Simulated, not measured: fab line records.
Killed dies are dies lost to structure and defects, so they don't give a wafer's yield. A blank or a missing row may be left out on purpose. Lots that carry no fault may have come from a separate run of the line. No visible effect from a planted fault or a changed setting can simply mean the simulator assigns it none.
Matching of chambers    flow gf180mcu    4 sister chambers for GF_CONTACT_ETCH_16 on rie_diel-04
The step etches BARC in N2/H2. 8 wafers are shown with their chamber, then 7 later ones without.

## WAFERS, EACH WITH ITS CHAMBER
wafer   chamber  drypump_motor_current_A (A)  n2_flow_sccm (sccm)
L077.5  0        5.8                          99.9
L079.3  2        5.8                          100.4
L079.5  3        5.8                          99.5
L082.3  1        4.6                          100.4
L082.5  1        4.6                          100.5
L082.6  0        5.7                          99.9
L086.3  2        5.8                          99.8
L086.5  3        5.9                          100.6

## WAFERS MISSING THEIR CHAMBER
wafer   drypump_motor_current_A (A)  n2_flow_sccm (sccm)
L086.6  5.8                          99.8
L089.2  5.7                          100.4
L089.4  5.9                          100.0
L089.5  5.8                          100.0
L090.1  5.8                          100.2
L090.3  5.8                          100.1
L090.6  5.9                          100.2

## THE CHAMBER EACH PASSED THROUGH
wafer   from the rows above           in truth
L086.6  can't be placed: 2 or 0 or 3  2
L089.2  can't be placed: 0 or 2 or 3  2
L089.4  can't be placed: 3 or 2       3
L089.5  can't be placed: 2 or 3 or 0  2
L090.1  can't be placed: 2 or 3 or 0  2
L090.3  can't be placed: 2 or 3 or 0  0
L090.6  can't be placed: 3 or 2       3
Placed correctly: 0 of 7. Unplaceable from these rows: 7, with the true chamber sitting among the candidates in 7. 0 placed wrongly.
How it was worked out, from the rows above alone: a wafer's distance from a chamber is the root of the sum, over the readings, of the square of ((its reading less the chamber's mean) divided by the reading's scatter). The wafer belongs to the nearest chamber; if the next one is less than 2 further off, it can't be placed. Each chamber's mean is taken over the wafers shown for it. The scatter: take each reading less its chamber's mean, square it, sum over the shown wafers, divide by the number of wafers less the number of chambers, and take the root.
